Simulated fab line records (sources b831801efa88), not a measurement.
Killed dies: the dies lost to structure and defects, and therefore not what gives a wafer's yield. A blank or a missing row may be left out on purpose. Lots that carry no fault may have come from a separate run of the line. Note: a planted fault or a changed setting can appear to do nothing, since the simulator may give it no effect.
Chamber matching    flow sky130    SKY_VIA3_CMP_24 on cmp-01: 4 sister chambers
The step polishes, stops on SiO2, t overpolish 20 s, target thk 0 nm. 18 wafers are shown with their chamber, then 9 later ones without.

WAFERS WITH THEIR CHAMBER
wafer   chamber  motor-current-A (A)  time-to-endpoint-s (s)  overpolish-run-s (s)
L717.3  2        9.9                  84                      19.998
L717.4  3        10.8                 96                      19.986
L717.6  3        10.4                 95                      19.994
L720.2  3        10.7                 90                      20.001
L720.4  2        9.4                  83                      20.000
L720.6  2        9.6                  86                      20.011
L721.3  1        11.0                 99                      20.006
L721.4  0        11.3                 90                      19.997
L721.5  1        10.5                 98                      19.994
L722.1  2        9.0                  87                      19.991
L722.4  1        10.6                 96                      19.993
L722.5  0        11.3                 87                      20.007
L725.1  0        10.9                 92                      20.001
L725.3  1        11.0                 91                      20.016
L725.5  1        10.9                 92                      20.008
L726.2  2        9.6                  88                      20.003
L726.4  0        11.1                 92                      20.007
L726.6  1        11.1                 94                      20.000

SIGNATURES (averages over the wafers above)
reading             chamber 0  chamber 1  chamber 2  chamber 3  scatter within a chamber
motor-current-A     11.150     10.850     9.500      10.633     0.258
time-to-endpoint-s  90.25      95.00      85.60      93.67      2.76
overpolish-run-s    20.00300   20.00283   20.00060   19.99367   0.00752
Rule: distance of a wafer from a chamber = root of the sum over the readings of ((wafer's reading minus chamber's mean) / reading's scatter) squared. If the next closest chamber is less than 2 further off than the closest, the wafer can't be placed; otherwise it belongs to the closest. The scatter: the root of (the sum of the squares of (reading less its chamber's mean) over the shown wafers, divided by (wafers less chambers)).

WAFERS WITHOUT THEIR CHAMBER
wafer   motor-current-A (A)  time-to-endpoint-s (s)  overpolish-run-s (s)
L729.1  11.3                 94                      20.002
L729.2  11.2                 85                      20.021
L729.6  9.4                  84                      20.013
L735.1  9.4                  85                      20.009
L735.4  10.7                 98                      19.987
L735.6  11.0                 91                      19.999
L736.1  9.6                  89                      20.005
L736.3  11.3                 96                      20.000
L736.6  10.8                 98                      20.001

WHICH CHAMBER EACH ONE RAN IN
wafer   from the rows above           in truth
L729.1  can't be placed: 0 or 1 or 3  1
L729.2  can't be placed: 0 or 1       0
L729.6  2                             2
L735.1  2                             2
L735.4  can't be placed: 3 or 1       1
L735.6  can't be placed: 0 or 1 or 3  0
L736.1  2                             2
L736.3  can't be placed: 1 or 0 or 3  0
L736.6  can't be placed: 1 or 3 or 0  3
Placed correctly: 3 of 9. From these rows, 6 cannot be placed; in 6 the true chamber is one of the candidates. Number placed wrongly: 0.
